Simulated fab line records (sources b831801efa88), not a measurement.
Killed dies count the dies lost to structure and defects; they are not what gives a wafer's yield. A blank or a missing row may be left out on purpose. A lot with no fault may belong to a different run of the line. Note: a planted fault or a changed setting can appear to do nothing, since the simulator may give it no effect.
fab line records	flow gf180mcu
[record] lots = 13	wafers = 39	lastDay = 34
route steps=602 shown MVPSD@87 HV_LDD@231 PSD@256 SALICIDE@284
lots with no fault: from the same line, run without faults
startH: hours from the record's first day to the start of the lot's first wafer shown	waitH: how many hours have passed since the lot's step before this one	" unchanged from the row above	L1.1+2: a row that stands for several wafers	- no value present, or no start provided	* or withheld: withheld	< > ~ a bound
route shown NAME@n: names a module that has steps shown in the file, with the first one's number in the route	usual: the fault-free wafers' mean and standard deviation	same: alike in all rows	chamber/n: place in a boat	sites: readings site by site	_std_site: their standard deviation	_edge_site: mean of outer sites minus mean of inner sites	radiusMm: for every site, how far away it sits from the centre of the wafer	mask NAME#n: copy n	behind: the tool/chamber that last shaped the wafer	hold: the reason the lot was held/the length of the hold in hours/how it ended	device: the transistor (n, p or np) that didn't switch	end of line: the same wafers' tests at the end of the route	step lacking rows: just its recipe	killed: at the first sort, the dies lost to defects and structure; wafer yield is something else	map: dies across one wafer; x = killed, . = not, _ = none there
set.NAME: the run value of the setting; set.NAME@STEP: its run value at that earlier step	model.NAME: the simulator's own value behind a step, which no gauge read
one table for each step of the route and one row for each wafer, over a sample of lots
services: the hour from which a tool's chamber was out of use, counted from the record's first day as startH (under 0 if before that day), plus the number of hours and why
[[steps]]
[step GF_MVPSD_IMPLANT_09]
[recipe] species = B	energyKev = 40	doseCm2 = 5e+12	tiltDeg = 0
[usual] beamEnergyKeV = 39.999/0.012	tiltDeg = 0.001/0.022
lot.wafer	tool	chamber	startH	waitH	beamEnergyKeV	tiltDeg
L569.1	implanter-01	0	95.88	0.1	39.989	-0.044
L569.4	"	0	"	"	39.989	0.025
L569.6	"	0	"	"	40.005	0.001
L571.1	implanter-01	0	108.36	0.1	40.004	0.017
L571.4	"	0	"	"	39.991	0.032
L571.5	"	0	"	"	39.982	0.002
L572.1	implanter-02	0	112.28	0.1	40.008	-0.032
L572.3	"	0	"	"	40.007	-0.001
L572.4	"	0	"	"	39.996	-0.015
L573.1	implanter-02	0	119.52	0.1	40.003	0.016
L573.5	"	0	"	"	39.980	-0.006
L573.6	"	0	"	"	39.987	-0.002
L574.2	implanter-01	0	125.89	0.1	39.990	-0.001
L574.5	"	0	"	"	40.006	0.001
L574.6	"	0	"	"	39.998	-0.013
L576.2	implanter-03	0	136.49	0.1	40.007	-0.018
L576.4	"	0	"	"	40.024	0.002
L576.5	"	0	"	"	40.017	-0.004
L579.3	implanter-01	0	155.96	0.1	39.981	-0.025
L579.4	"	0	"	"	40.003	-0.018
L579.6	"	0	"	"	39.989	0.003
L584.1	implanter-01	0	186.31	0.1	39.998	16.131
L584.4	"	0	"	"	40.025	16.118
L584.6	"	0	"	"	39.994	16.138
L585.2	implanter-01	0	192.34	0.1	40.003	16.102
L585.4	"	0	"	"	40.025	16.116
L585.5	"	0	"	"	40.016	16.132
L586.1	implanter-01	0	199.28	0.1	40.002	16.142
L586.3	"	0	"	"	39.985	16.138
L586.5	"	0	"	"	40.002	16.131
L588.1	implanter-03	0	211.06	0.1	39.975	-0.044
L588.2	"	0	"	"	39.968	-0.033
L588.4	"	0	"	"	39.959	0.008
L589.2	implanter-02	0	218.24	0.1	40.000	0.003
L589.3	"	0	"	"	39.989	0.013
L589.4	"	0	"	"	40.000	0.018
L592.1	implanter-02	0	233.11	0.1	40.003	-0.016
L592.2	"	0	"	"	40.013	-0.045
L592.5	"	0	"	"	39.992	-0.011
[step GF_MVPSD_TW_MEAS_11]
[usual] MVPSD_TW = 551/4.3
lot.wafer	tool	chamber	startH	waitH	MVPSD_TW
L569.1	filmMetro-01	-	96.13	0.1	554
L569.4	"	-	"	"	548
L569.6	"	-	"	"	553
L571.1	filmMetro-01	-	108.61	0.1	554
L571.4	"	-	"	"	553
L571.5	"	-	"	"	552
L572.1	filmMetro-04	-	112.53	0.1	549
L572.3	"	-	"	"	547
L572.4	"	-	"	"	549
L573.1	filmMetro-03	-	119.77	0.1	551
L573.5	"	-	"	"	552
L573.6	"	-	"	"	554
L574.2	filmMetro-03	-	126.12	0.1	550
L574.5	"	-	"	"	551
L574.6	"	-	"	"	549
L576.2	filmMetro-03	-	136.72	0.1	547
L576.4	"	-	"	"	548
L576.5	"	-	"	"	549
L579.3	filmMetro-03	-	156.18	0.1	548
L579.4	"	-	"	"	546
L579.6	"	-	"	"	544
L584.1	filmMetro-04	-	186.56	0.1	558
L584.4	"	-	"	"	556
L584.6	"	-	"	"	556
L585.2	filmMetro-01	-	192.57	0.1	571
L585.4	"	-	"	"	570
L585.5	"	-	"	"	569
L586.1	filmMetro-03	-	199.53	0.1	560
L586.3	"	-	"	"	559
L586.5	"	-	"	"	561
L588.1	filmMetro-03	-	211.31	0.1	548
L588.2	"	-	"	"	549
L588.4	"	-	"	"	547
L589.2	filmMetro-04	-	218.47	0.1	547
L589.3	"	-	"	"	544
L589.4	"	-	"	"	547
L592.1	filmMetro-01	-	233.36	0.1	565
L592.2	"	-	"	"	560
L592.5	"	-	"	"	562
[step GF_VT_IMPLANT_RS_MEAS_49]
[recipe] thkMeasGauge = four-point-probe
[usual] MVPSD_RS = 1167.3/2.6
lot.wafer	tool	chamber	startH	waitH	MVPSD_RS[ohm/sq]
L569.1	filmMetro-04	-	156.24	0.1	1169.9
L569.4	"	-	"	"	1170.1
L569.6	"	-	"	"	1171.2
L571.1	filmMetro-01	-	170.74	0.1	1167.0
L571.4	"	-	"	"	1166.3
L571.5	"	-	"	"	1163.5
L572.1	filmMetro-03	-	176.39	0.1	1168.1
L572.3	"	-	"	"	1166.2
L572.4	"	-	"	"	1167.4
L573.1	filmMetro-03	-	183.58	0.1	1164.2
L573.5	"	-	"	"	1165.2
L573.6	"	-	"	"	1163.8
L574.2	filmMetro-03	-	190.25	0.1	1167.3
L574.5	"	-	"	"	1166.4
L574.6	"	-	"	"	1168.0
L576.2	filmMetro-03	-	204.15	0.1	1167.1
L576.4	"	-	"	"	1170.4
L576.5	"	-	"	"	1167.4
L579.3	filmMetro-01	-	223.57	0.1	1166.4
L579.4	"	-	"	"	1168.8
L579.6	"	-	"	"	1166.8
L584.1	filmMetro-03	-	258.63	0.1	-
L584.4	"	-	"	"	-
L584.6	"	-	"	"	-
L585.2	filmMetro-03	-	263.70	0.1	-
L585.4	"	-	"	"	-
L585.5	"	-	"	"	-
L586.1	filmMetro-03	-	272.43	0.1	-
L586.3	"	-	"	"	-
L586.5	"	-	"	"	-
L588.1	filmMetro-01	-	286.14	0.1	1166.0
L588.2	"	-	"	"	1164.5
L588.4	"	-	"	"	1166.0
L589.2	filmMetro-03	-	294.00	0.1	1165.4
L589.3	"	-	"	"	1166.5
L589.4	"	-	"	"	1166.5
L592.1	filmMetro-04	-	310.58	0.1	1169.0
L592.2	"	-	"	"	1173.1
L592.5	"	-	"	"	1167.6
[step GF_HV_LDD_THK_MEAS_55]
[recipe] reads = SiO2_of_HV_LDD_CVD_54
[usual] HV_LDD_CVD_54_THK = 10.05/0.13
lot.wafer	tool	chamber	startH	waitH	HV_LDD_CVD_54_THK[nm]
L569.1	filmMetro-01	-	271.72	0.0	10.14
L569.4	"	-	"	"	10.12
L569.6	"	-	"	"	10.11
L571.1	filmMetro-03	-	288.19	0.0	9.96
L571.4	"	-	"	"	9.98
L571.5	"	-	"	"	9.99
L572.1	filmMetro-01	-	296.50	0.0	9.91
L572.3	"	-	"	"	9.96
L572.4	"	-	"	"	10.10
L573.1	filmMetro-03	-	303.48	0.0	10.20
L573.5	"	-	"	"	10.19
L573.6	"	-	"	"	10.19
L574.2	filmMetro-03	-	313.76	0.0	10.03
L574.5	"	-	"	"	10.13
L574.6	"	-	"	"	10.05
L576.2	filmMetro-01	-	330.51	0.1	9.98
L576.4	"	-	"	"	9.88
L576.5	"	-	"	"	9.99
L579.3	filmMetro-03	-	354.07	0.0	10.06
L579.4	"	-	"	"	10.14
L579.6	"	-	"	"	10.15
L584.1	filmMetro-03	-	397.83	0.0	10.06
L584.4	"	-	"	"	9.91
L584.6	"	-	"	"	9.94
L585.2	filmMetro-01	-	402.03	0.0	9.91
L585.4	"	-	"	"	10.02
L585.5	"	-	"	"	9.87
L586.1	filmMetro-03	-	415.53	0.0	10.07
L586.3	"	-	"	"	10.22
L586.5	"	-	"	"	10.08
L588.1	filmMetro-03	-	429.86	0.0	9.86
L588.2	"	-	"	"	9.82
L588.4	"	-	"	"	9.67
L589.2	filmMetro-01	-	438.77	0.0	10.00
L589.3	"	-	"	"	9.98
L589.4	"	-	"	"	9.98
L592.1	filmMetro-01	-	458.26	0.0	9.97
L592.2	"	-	"	"	10.00
L592.5	"	-	"	"	10.06
[step GF_PSD_OVL_MEAS_08]
[usual] PSD_OVL = 0.4/1.4
lot.wafer	tool	chamber	startH	waitH	PSD_OVL[nm]
L569.1	overlay-01	-	314.04	0.1	0.1
L569.4	"	-	"	"	-0.5
L569.6	"	-	"	"	0.3
L571.1	overlay-01	-	332.34	0.1	1.8
L571.4	"	-	"	"	2.6
L571.5	"	-	"	"	2.1
L572.1	overlay-02	-	340.19	0.1	1.4
L572.3	"	-	"	"	0.7
L572.4	"	-	"	"	1.9
L573.1	overlay-01	-	348.16	0.1	1.1
L573.5	"	-	"	"	0.5
L573.6	"	-	"	"	-0.8
L574.2	overlay-01	-	359.50	0.1	2.6
L574.5	"	-	"	"	2.5
L574.6	"	-	"	"	3.3
L576.2	overlay-02	-	376.60	0.1	-3.4
L576.4	"	-	"	"	-0.3
L576.5	"	-	"	"	-2.5
L579.3	overlay-02	-	402.06	0.1	-0.4
L579.4	"	-	"	"	0.2
L579.6	"	-	"	"	1.3
L584.1	overlay-02	-	448.39	0.1	2.8
L584.4	"	-	"	"	-0.7
L584.6	"	-	"	"	2.1
L585.2	overlay-01	-	452.85	0.1	-1.4
L585.4	"	-	"	"	-0.5
L585.5	"	-	"	"	-0.4
L586.1	overlay-02	-	464.99	0.1	0.4
L586.3	"	-	"	"	1.2
L586.5	"	-	"	"	-0.2
L588.1	overlay-02	-	480.34	0.1	-1.3
L588.2	"	-	"	"	-1.7
L588.4	"	-	"	"	-1.0
L589.2	overlay-02	-	488.30	0.1	0.2
L589.3	"	-	"	"	0.7
L589.4	"	-	"	"	0.5
L592.1	overlay-02	-	511.54	0.1	3.0
L592.2	"	-	"	"	1.8
L592.5	"	-	"	"	1.8
[step GF_SALICIDE_RTA_06]
[recipe] tempC = 530	timeS = 30	ambient = N2
[usual] lampPowerPct = 6.57/0.12	wafer_temp_C_max = 532.1/0.57
lot.wafer	tool	chamber	startH	waitH	lampPowerPct	wafer_temp_C_max
L569.1	rtpAnneal-02	0	336.41	0.1	6.68	532.2
L569.4	"	0	"	"	6.68	532.5
L569.6	"	0	"	"	6.67	532.7
L571.1	rtpAnneal-02	0	355.00	0.1	6.68	532.8
L571.4	"	0	"	"	6.68	532.5
L571.5	"	0	"	"	6.69	532.0
L572.1	rtpAnneal-01	0	363.41	0.1	6.44	531.2
L572.3	"	0	"	"	6.42	532.0
L572.4	"	0	"	"	6.44	531.3
L573.1	rtpAnneal-02	0	371.96	0.1	6.69	531.9
L573.5	"	0	"	"	6.68	531.8
L573.6	"	0	"	"	6.68	532.6
L574.2	rtpAnneal-02	0	383.14	0.1	6.68	532.0
L574.5	"	0	"	"	6.69	532.4
L574.6	"	0	"	"	6.68	533.1
L576.2	rtpAnneal-02	0	401.32	0.1	6.70	532.1
L576.4	"	0	"	"	6.69	532.7
L576.5	"	0	"	"	6.68	532.6
L579.3	rtpAnneal-02	0	426.40	0.1	6.68	532.6
L579.4	"	0	"	"	6.68	532.5
L579.6	"	0	"	"	6.68	533.1
L584.1	rtpAnneal-02	0	472.86	0.1	6.69	532.2
L584.4	"	0	"	"	6.68	532.7
L584.6	"	0	"	"	6.68	532.5
L585.2	rtpAnneal-02	0	478.58	0.1	6.68	532.0
L585.4	"	0	"	"	6.68	531.7
L585.5	"	0	"	"	6.69	531.8
L586.1	rtpAnneal-01	0	490.00	0.1	6.43	531.2
L586.3	"	0	"	"	6.43	531.3
L586.5	"	0	"	"	6.44	531.7
L588.1	rtpAnneal-01	0	505.30	0.1	6.44	531.8
L588.2	"	0	"	"	6.44	531.7
L588.4	"	0	"	"	6.43	531.4
L589.2	rtpAnneal-01	0	512.98	0.1	6.43	531.2
L589.3	"	0	"	"	6.43	531.6
L589.4	"	0	"	"	6.45	532.0
L592.1	rtpAnneal-01	0	535.52	0.1	6.43	532.1
L592.2	"	0	"	"	6.43	532.0
L592.5	"	0	"	"	6.44	531.8
[[services]]
tool	chamber	startH	hours	kind
implanter-01	-	75.06	1.2	repair
implanter-03	-	91.80	4.8	pm
implanter-02	-	91.81	20.1	pm
rtpAnneal-02	-	107.02	4.0	pm
implanter-03	-	139.91	5.5	pm
implanter-03	-	147.50	2.8	repair
implanter-01	-	217.37	3.2	pm
implanter-01	-	239.25	5.1	pm
implanter-02	-	310.71	3.2	repair
implanter-02	-	316.83	11.4	pm
implanter-03	-	317.24	4.3	repair
implanter-01	-	358.43	18.4	pm
implanter-02	-	359.27	5.8	pm
implanter-02	-	416.06	2.4	repair
implanter-03	-	432.69	4.6	pm
implanter-02	-	438.45	42.4	pm
implanter-03	-	441.21	3.1	repair
implanter-03	-	449.45	3.2	repair
implanter-01	-	464.46	2.3	repair
[[key]]
[firstSign] step = GF_MVPSD_IMPLANT_09	reading = tiltDeg	direction = up	sigmas = 99+	usual = 0.001	struck = 16.127
[effect] step = GF_MVPSD_TW_MEAS_11	reading = MVPSD_TW	direction = up	sigmas = 2.7	usual = 551	struck = 562
[effect] step = GF_VT_IMPLANT_RS_MEAS_49	reading = MVPSD_RS	direction = missing
metAt GF_MVPSD_IMPLANT_09
struckLots L584,L585,L586
testerLeftOut L584,L585,L586
notActingAt GF_HV_LDD_THK_MEAS_55,GF_PSD_OVL_MEAS_08,GF_SALICIDE_RTA_06
onsetBetween 155.96 186.31
[fault] kind = processParameterDrift	tool = implanter-01	chamber = -	onsetH = 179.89	steps = GF_MVPSD_IMPLANT_09	channel = tiltDeg	offset = 16.133	shape = step	endH = 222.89	actsIn = theseRecipesOnly	stated = 0
// testerLeftOut: of these lots the tester's yield and bins aren't shown, on N5 and GAA mostly nor the transistor test; their killed dies are dies lost to structure and defects alone, not to doping, threshold or leakage, so they don't give the yield
